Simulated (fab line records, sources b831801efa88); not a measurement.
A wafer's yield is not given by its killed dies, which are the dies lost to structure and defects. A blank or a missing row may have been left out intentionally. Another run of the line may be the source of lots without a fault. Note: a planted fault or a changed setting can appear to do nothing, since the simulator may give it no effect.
fab line records + flow sfqLine
record:
- lots: 14
- wafers: 42
- lastDay: 87
route steps=325 shown M8@321
lots with no fault: from the same line, run without faults
startH: hours from the record's opening day to when the first of the lot's shown wafers began + waitH: hours elapsed since this lot's preceding step + " unchanged from the row above + L1.1+2: one row covering several wafers at once + - no value present, or no start provided + * or withheld: withheld + < > ~ a bound
route shown NAME@n: NAME is a module with steps in the file, n the number in the route of the first one + usual: the fault-free wafers' mean and standard deviation + same: alike in all rows + chamber/n: place in a boat + sites: each site's reading + _std_site: their standard deviation + _edge_site: the outer-site mean with the inner-site mean subtracted + radiusMm: for every site, how far away it sits from the centre of the wafer + mask NAME#n: copy n + behind: the last tool/chamber to shape the wafer + hold: cause of the lot's hold/its duration in hours/its outcome + device: names the non-switching transistor (n, p or np) + end of line: tests run on the same wafers once the route is complete + a step without rows: its recipe alone + killed: dies lost to structure and defects at the first sort, not the wafer's yield + map: dies across one wafer; x = killed, . = not, _ = none there
set.NAME: the run value of the setting; set.NAME@STEP: its run value at that earlier step + model.NAME: the simulator's own value behind a step, which no gauge read
route steps across a sampled set of lots; one table per step, one row per wafer
services: a tool's chamber out of use, with start hour (startH, from the record's first day; less than 0 if before it), hours out, and reason
== steps ==
step: SFQ_TRILAYER_M8_DEP_EVAP_196
recipe:
- material: Au
- angularSpreadDeg: 1
- targetThkNm: 180
- timeS: 900
- powerW: 2000
| lot.wafer  | tool          | chamber | startH  | waitH |
|------------|---------------|---------|---------|-------|
| L905.4+5+6 | pvdSputter-02 | -       | 1930.30 | 0.1   |
| L906.1+2+3 | pvdSputter-01 | -       | 1931.50 | 0.1   |
| L907.1+2+6 | pvdSputter-02 | -       | 1983.94 | 0.1   |
| L908.1+2+4 | pvdSputter-01 | -       | 1995.16 | 0.1   |
| L909.3+4+5 | pvdSputter-02 | -       | 2006.96 | 0.1   |
| L910.3+4+5 | pvdSputter-01 | -       | 2012.96 | 0.1   |
| L912.1+5+6 | pvdSputter-01 | -       | 2018.96 | 0.1   |
| L917.2+3+5 | pvdSputter-02 | -       | 2034.56 | 0.1   |
| L918.1+5+6 | pvdSputter-01 | -       | 2035.76 | 0.1   |
| L919.3+4+6 | pvdSputter-02 | -       | 2040.56 | 0.1   |
| L922.1+3+6 | pvdSputter-01 | -       | 2053.76 | 0.1   |
| L924.3+4+6 | pvdSputter-01 | -       | 2058.56 | 0.1   |
| L926.2+3+5 | pvdSputter-01 | -       | 2068.16 | 0.1   |
| L928.1+3+5 | pvdSputter-01 | -       | 2075.36 | 0.1   |
step: SFQ_M8_RS_MEAS_949
recipe:
- thkMeasGauge: four-point-probe
- reads: Au_of_TRILAYER_M8_DEP_EVAP_196+Pt_of_TRILAYER_M8_DEP_EVAP_198+Ti_of_TRILAYER_M8_DEP_EVAP_197
usual:
- M8_AU_RS: 0.1536/0.0015
| lot.wafer | tool         | chamber | startH  | waitH | M8_AU_RS[ohm/sq] |
|-----------|--------------|---------|---------|-------|------------------|
| L905.4    | filmMetro-04 | -       | 1930.88 | 0.3   | 0.1536           |
| L905.5    | "            | -       | "       | "     | 0.1542           |
| L905.6    | "            | -       | "       | "     | 0.1530           |
| L906.1    | filmMetro-04 | -       | 1932.02 | 0.3   | 0.1519           |
| L906.2    | "            | -       | "       | "     | 0.1514           |
| L906.3    | "            | -       | "       | "     | 0.1537           |
| L907.1    | filmMetro-02 | -       | 1984.49 | 0.3   | 0.1568           |
| L907.2    | "            | -       | "       | "     | 0.1556           |
| L907.6    | "            | -       | "       | "     | 0.1561           |
| L908.1    | filmMetro-02 | -       | 1995.68 | 0.3   | 0.1566           |
| L908.2    | "            | -       | "       | "     | 0.1529           |
| L908.4    | "            | -       | "       | "     | 0.1547           |
| L909.3    | filmMetro-02 | -       | 2007.52 | 0.3   | 0.1533           |
| L909.4    | "            | -       | "       | "     | 0.1530           |
| L909.5    | "            | -       | "       | "     | 0.1524           |
| L910.3    | filmMetro-02 | -       | 2013.52 | 0.3   | 0.1541           |
| L910.4    | "            | -       | "       | "     | 0.1533           |
| L910.5    | "            | -       | "       | "     | 0.1530           |
| L912.1    | filmMetro-02 | -       | 2019.48 | 0.3   | 0.1561           |
| L912.5    | "            | -       | "       | "     | 0.1529           |
| L912.6    | "            | -       | "       | "     | 0.1568           |
| L917.2    | filmMetro-04 | -       | 2035.10 | 0.3   | 0.1557           |
| L917.3    | "            | -       | "       | "     | 0.1832           |
| L917.5    | "            | -       | "       | "     | 0.1559           |
| L918.1    | filmMetro-04 | -       | 2036.28 | 0.3   | 0.1515           |
| L918.5    | "            | -       | "       | "     | 0.1537           |
| L918.6    | "            | -       | "       | "     | 0.1519           |
| L919.3    | filmMetro-04 | -       | 2041.12 | 0.3   | 0.1801           |
| L919.4    | "            | -       | "       | "     | 0.1802           |
| L919.6    | "            | -       | "       | "     | 0.1519           |
| L922.1    | filmMetro-04 | -       | 2054.28 | 0.3   | 0.1516           |
| L922.3    | "            | -       | "       | "     | 0.1525           |
| L922.6    | "            | -       | "       | "     | 0.1543           |
| L924.3    | filmMetro-02 | -       | 2059.12 | 0.3   | 0.1514           |
| L924.4    | "            | -       | "       | "     | 0.1519           |
| L924.6    | "            | -       | "       | "     | 0.1524           |
| L926.2    | filmMetro-04 | -       | 2068.70 | 0.3   | 0.1535           |
| L926.3    | "            | -       | "       | "     | 0.1542           |
| L926.5    | "            | -       | "       | "     | 0.1528           |
| L928.1    | filmMetro-03 | -       | 2075.88 | 0.3   | 0.1549           |
| L928.3    | "            | -       | "       | "     | 0.1525           |
| L928.5    | "            | -       | "       | "     | 0.1547           |
step: SFQ_M8_THK_MEAS_950
recipe:
- thkMeasGauge: xrf
- reads: Au_of_TRILAYER_M8_DEP_EVAP_196
usual:
- M8_AU_THK: 180.0/2.6
| lot.wafer | tool         | chamber | startH  | waitH | M8_AU_THK[nm] |
|-----------|--------------|---------|---------|-------|---------------|
| L905.4    | filmMetro-04 | -       | 1930.97 | 0.1   | 182.5         |
| L905.5    | "            | -       | "       | "     | 181.5         |
| L905.6    | "            | -       | "       | "     | 183.0         |
| L906.1    | filmMetro-04 | -       | 1932.14 | 0.1   | 184.0         |
| L906.2    | "            | -       | "       | "     | 185.3         |
| L906.3    | "            | -       | "       | "     | 182.1         |
| L907.1    | filmMetro-02 | -       | 1984.61 | 0.1   | 176.6         |
| L907.2    | "            | -       | "       | "     | 177.3         |
| L907.6    | "            | -       | "       | "     | 176.9         |
| L908.1    | filmMetro-02 | -       | 1995.80 | 0.1   | 176.3         |
| L908.2    | "            | -       | "       | "     | 180.4         |
| L908.4    | "            | -       | "       | "     | 178.8         |
| L909.3    | filmMetro-02 | -       | 2007.62 | 0.1   | 180.0         |
| L909.4    | "            | -       | "       | "     | 180.2         |
| L909.5    | "            | -       | "       | "     | 180.3         |
| L910.3    | filmMetro-02 | -       | 2013.62 | 0.1   | 178.7         |
| L910.4    | "            | -       | "       | "     | 180.2         |
| L910.5    | "            | -       | "       | "     | 180.1         |
| L912.1    | filmMetro-02 | -       | 2019.60 | 0.1   | 175.0         |
| L912.5    | "            | -       | "       | "     | 179.1         |
| L912.6    | "            | -       | "       | "     | 174.5         |
| L917.2    | filmMetro-04 | -       | 2035.21 | 0.1   | 179.2         |
| L917.3    | "            | -       | "       | "     | 152.3         |
| L917.5    | "            | -       | "       | "     | 179.6         |
| L918.1    | filmMetro-04 | -       | 2036.40 | 0.1   | 184.0         |
| L918.5    | "            | -       | "       | "     | 181.4         |
| L918.6    | "            | -       | "       | "     | 184.5         |
| L919.3    | filmMetro-04 | -       | 2041.22 | 0.1   | 155.3         |
| L919.4    | "            | -       | "       | "     | 155.7         |
| L919.6    | "            | -       | "       | "     | 183.2         |
| L922.1    | filmMetro-04 | -       | 2054.40 | 0.1   | 184.6         |
| L922.3    | "            | -       | "       | "     | 183.1         |
| L922.6    | "            | -       | "       | "     | 181.1         |
| L924.3    | filmMetro-02 | -       | 2059.22 | 0.1   | 181.9         |
| L924.4    | "            | -       | "       | "     | 180.9         |
| L924.6    | "            | -       | "       | "     | 180.5         |
| L926.2    | filmMetro-04 | -       | 2068.81 | 0.1   | 182.4         |
| L926.3    | "            | -       | "       | "     | 180.2         |
| L926.5    | "            | -       | "       | "     | 182.2         |
| L928.1    | filmMetro-03 | -       | 2076.00 | 0.1   | 176.4         |
| L928.3    | "            | -       | "       | "     | 179.9         |
| L928.5    | "            | -       | "       | "     | 177.0         |
== services ==
| tool          | chamber | startH  | hours | kind                  |
|---------------|---------|---------|-------|-----------------------|
| pvdSputter-02 | -       | 1933.42 | 1.7   | repair                |
| pvdSputter-01 | -       | 1993.88 | 0.8   | repair                |
| pvdSputter-02 | -       | 2043.46 | 1.5   | repair                |
| pvdSputter-02 | 2       | 2069.98 | -     | consumableReplace:kit |
== key ==
firstSign:
- step: SFQ_M8_RS_MEAS_949
- reading: M8_AU_RS
- direction: up
- sigmas: 18
- usual: 0.1536
- struck: 0.1812
effect:
- step: SFQ_M8_THK_MEAS_950
- reading: M8_AU_THK
- direction: down
- sigmas: 9.9
- usual: 180.0
- struck: 154.4
metAt SFQ_TRILAYER_M8_DEP_EVAP_196
struckLots L917,L919
struckWafers L917.3,L919.3,L919.4
onsetBetween 2006.96 2034.56
fault:
- kind: processParameterDrift
- tool: pvdSputter-02
- chamber: -
- onsetH: 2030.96
- steps: SFQ_TRILAYER_M8_DEP_EVAP_196
- channel: timeS
- offset: *
- shape: step
- endH: 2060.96
- scope: struckWafersOnly
- actsIn: *
- stated: *
